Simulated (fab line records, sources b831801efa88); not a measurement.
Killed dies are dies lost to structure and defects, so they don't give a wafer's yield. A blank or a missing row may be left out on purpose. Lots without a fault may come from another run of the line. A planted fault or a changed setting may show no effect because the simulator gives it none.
A struck lot beside a sound one | flow sky130 | 26 steps out of a route of 708
Sound: wafers L532.1, L532.2, L532.3. Struck: wafers L521.4, L521.5, L521.6. The cause comes at the end.
At each step with rows: each side's tool, then ch and its chambers, then its first start. Under that, the readings that differ: sound wafers | struck wafers | difference of the means | sigmas: that difference in standard deviations of wafers without a fault.
alike: readings whose means differ by less than 2 such deviations, and words and numbers that are the same on both sides. not compared: withheld readings, readings that some wafer has no value for, bounds like >300 that may hide the same value, and numbers for which the record gives no deviation and whose values overlap.
The two part at a step that has a row with sigmas, a row that says differs or no value, or rows on one side only. Numbers that don't overlap but have no deviation are shown without sigmas and don't part them. A reading that every wafer of one side lacks parts them only if that side has two wafers or more.

first, 3 steps without rows for these wafers: SKY_FIELD_ISO_WET_ETCH_30 (etches SiO2 in dHF, target depth 25 nm, time 50 s); SKY_NWELL_CLEAN_00 (cleans in SC1/SC2, time 150 s); SKY_NWELL_OXIDATION_01 (stabilise 600 s, purge 300 s, target thk 10 nm).
SKY_NWELL_THK_MEAS_02:
  sound on film_metro-02, day 6 21:35; struck on film_metro-01, day 4 07:32
  alike: NWELL_OXIDATION_THK
then, 8 steps without rows for these wafers: SKY_DNWELL_DEHYDRATE_00 (time 60 s); SKY_DNWELL_HMDS_01 (prime time 60 s); SKY_DNWELL_COAT_02 (resist thk 3000 nm); SKY_DNWELL_SOFTBAKE_03; SKY_DNWELL_EXPOSE_04 (exposes mask DNM, target cd 3000 nm); SKY_DNWELL_PEB_05; SKY_DNWELL_DEVELOP_06 (develop time 60 s); SKY_DNWELL_IMPLANT_07.
SKY_DNWELL_STRIP_08: strips in O2/N2.
  sound on plasma_asher-04 ch 0,1, day 7 17:14; struck on plasma_asher-01 ch 0,1, day 5 01:59
  no value came back on the struck wafers for chamber_pressure_mTorr (mTorr), drypump_motor_current_A (A), oes_product_au (a.u.), strip_time_to_endpoint_s (s); on the sound wafers chamber_pressure_mTorr (mTorr) reads 1502.2 1500.4 1499.4
  reading                                  | sound | struck         | difference | sigmas
  model.coat_of_DNWELL_COAT_02.thk_nm (nm) | 0 0 0 | 2995 2998 2991 | +2995      |
  not compared: rf_hours_counter_h
SKY_DNWELL_TW_MEAS_09:
  sound on film_metro-03, day 7 17:20; struck on film_metro-03, day 5 02:04
  alike: DNWELL_TW
then, 7 steps without rows for these wafers: SKY_PWDE_DEHYDRATE_00 (time 60 s); SKY_PWDE_HMDS_01 (prime time 60 s); SKY_PWDE_COAT_02 (resist thk 3000 nm); SKY_PWDE_SOFTBAKE_03; SKY_PWDE_EXPOSE_04 (exposes mask PWDEM, target cd 840 nm); SKY_PWDE_PEB_05; SKY_PWDE_DEVELOP_06 (develop time 60 s).
SKY_PWDE_OVL_MEAS_07:
  sound on overlay-02, day 8 15:02; struck on overlay-02, day 5 20:26
  alike: PWDE_OVL
then, 1 step without rows for these wafers: SKY_PWDE_IMPLANT_08.
SKY_PWDE_STRIP_09: strips in O2/N2.
  sound on plasma_asher-01 ch 0,1, day 8 15:14; struck on plasma_asher-04 ch 0,1, day 5 20:38
  reading                      | sound             | struck            | difference | sigmas
  oes_product_au (a.u.)        | 0.726 0.726 0.724 | 0.739 0.741 0.741 | +0.015     | +3
  strip_time_to_endpoint_s (s) | 36.93 37.00 36.89 | 81.11 81.08 80.87 | +44.08     | +99 or more
  alike: chamber_pressure_mTorr, drypump_motor_current_A
  not compared: rf_hours_counter_h
SKY_PWDE_TW_MEAS_10:
  sound on film_metro-03, day 8 15:20; struck on film_metro-02, day 5 20:44
  reading | sound             | struck         | difference | sigmas
  PWDE_TW | 375.3 374.8 376.1 | 30.4 30.2 30.2 | -345.1     | -99 or more
then, 1 step without rows for these wafers: SKY_NWELL_DEHYDRATE_03 (time 60 s).

WHERE THEY PART
First at SKY_DNWELL_STRIP_08; last, within this record, at SKY_PWDE_TW_MEAS_10.

WHY: what the simulator had put in
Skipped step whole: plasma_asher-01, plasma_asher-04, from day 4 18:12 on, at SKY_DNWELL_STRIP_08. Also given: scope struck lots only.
